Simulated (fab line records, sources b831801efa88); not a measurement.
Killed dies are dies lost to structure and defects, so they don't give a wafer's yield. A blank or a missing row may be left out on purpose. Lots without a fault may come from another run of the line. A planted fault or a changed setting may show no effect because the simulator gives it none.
A struck lot beside a sound one | flow sky130 | 16 steps out of a route of 708
Sound: wafers L820.1, L820.3, L820.6. Struck: wafers L840.2, L840.3, L840.6. The cause comes at the end.
At each step with rows: each side's tool, then ch and its chambers, then its first start. Under that, the readings that differ: sound wafers | struck wafers | difference of the means | sigmas: that difference in standard deviations of wafers without a fault.
alike: readings whose means differ by less than 2 such deviations, and words and numbers that are the same on both sides. not compared: withheld readings, readings that some wafer has no value for, bounds like >300 that may hide the same value, and numbers for which the record gives no deviation and whose values overlap.
The two part at a step that has a row with sigmas, a row that says differs or no value, or rows on one side only. Numbers that don't overlap but have no deviation are shown without sigmas and don't part them. A reading that every wafer of one side lacks parts them only if that side has two wafers or more.

SKY_VIA1_CMP_02: polishes SiO2.
  sound on cmp-01 ch 0,1,2, day 32 23:41; struck on cmp-01 ch 0,1,2, day 38 22:05
  alike: head_pressure_psi, motor_current_A, slurry_filter_dp_kPa
SKY_VIA1_BOW_MEAS_03:
  sound on film_metro-03, day 32 23:59; struck on film_metro-01, day 38 22:22
  alike: VIA1_BOW
then, 8 steps without rows for these wafers: SKY_VIA1_DEHYDRATE_04 (time 60 s); SKY_VIA1_HMDS_05 (prime time 60 s); SKY_VIA1_COAT_06 (resist thk 60 nm); SKY_VIA1_COAT_07 (resist thk 450 nm); SKY_VIA1_SOFTBAKE_08 (time 90 s); SKY_VIA1_EXPOSE_09 (exposes mask VIM, target cd 150 nm); SKY_VIA1_PEB_10; SKY_VIA1_DEVELOP_11 (develop time 60 s).
SKY_VIA1_CD_MEAS_12: target cd 150 nm.
  sound on cd_sem-02, day 34 03:05; struck on cd_sem-01, day 39 23:01
  alike: cd_nm
SKY_VIA1_OVL_MEAS_13:
  sound on overlay-01, day 34 03:13; struck on overlay-01, day 39 23:07
  alike: VIA1_OVL
SKY_VIA1_ETCH_14: etches BARC in N2/H2, stops on SiO2, time 45.9 s, target depth 60 nm.
  sound on rie_diel-02 ch 0,3, day 34 03:14; struck on rie_diel-02 ch 1,2,3, day 39 23:09
  reading                                     | sound             | struck            | difference | sigmas
  oes_product_au (a.u.)                       | 0.858 0.855 0.862 | 1.003 1.003 1.015 | +0.149     | +32
  run_length_s (s)                            | 74.4 73.7 73.2    | 50.1 49.3 49.3    | -24.2      | -56
  model.KrF-thick_of_VIA1_COAT_07.thk_nm (nm) | 389.5 390.1 390.1 | 414.1 414.7 414.4 | +24.5      |
  model.etch.depth_nm (nm)                    | 60.21 59.98 60.08 | 37.56 37.64 37.79 | -22.43     |
  model.VIA1.cd_nm (nm)                       | 151.5 151.7 150.6 | 149.4 147.6 147.3 | -3.2       |
  alike: drypump_motor_current_A, throttle_valve_pct
  not compared: rf_hours_counter_h
SKY_VIA1_ETCH_15: etches SiO2 in C4F8/O2/Ar, stops on TiN, target depth 351 nm, time 54 s.
  sound on rie_diel-02 ch 0,3, day 34 03:17; struck on rie_diel-02 ch 1,2,3, day 39 23:11
  reading                                     | sound             | struck            | difference | sigmas
  oes_product_au (a.u.)                       | 0.984 0.980 0.978 | 0.377 0.385 0.375 | -0.602     | -73
  model.KrF-thick_of_VIA1_COAT_07.thk_nm (nm) | 318.8 319.7 320.6 | 344.5 344.7 342.6 | +24.2      |
  alike: run_length_s
  not compared: rf_hours_counter_h
SKY_VIA1_STRIP_16: strips in O2/N2.
  sound on plasma_asher-04 ch 0,1, day 34 03:20; struck on plasma_asher-02 ch 0,1, day 39 23:14
  reading                      | sound          | struck         | difference | sigmas
  strip_time_to_endpoint_s (s) | 4.41 4.42 4.43 | 4.68 4.70 4.67 | +0.26      | +8
  alike: drypump_motor_current_A, oes_product_au
  not compared: rf_hours_counter_h
then, 1 step without rows for these wafers: SKY_VIA1_STRIP_17 (strips in post etch residue remover, time 1200 s).

WHERE THEY PART
First at SKY_VIA1_ETCH_14; last, within this record, at SKY_VIA1_STRIP_16.

WHY: what the simulator had put in
Process parameter drift: rie_diel-02, from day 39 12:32 on, at SKY_VIA1_ETCH_14. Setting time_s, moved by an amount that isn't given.
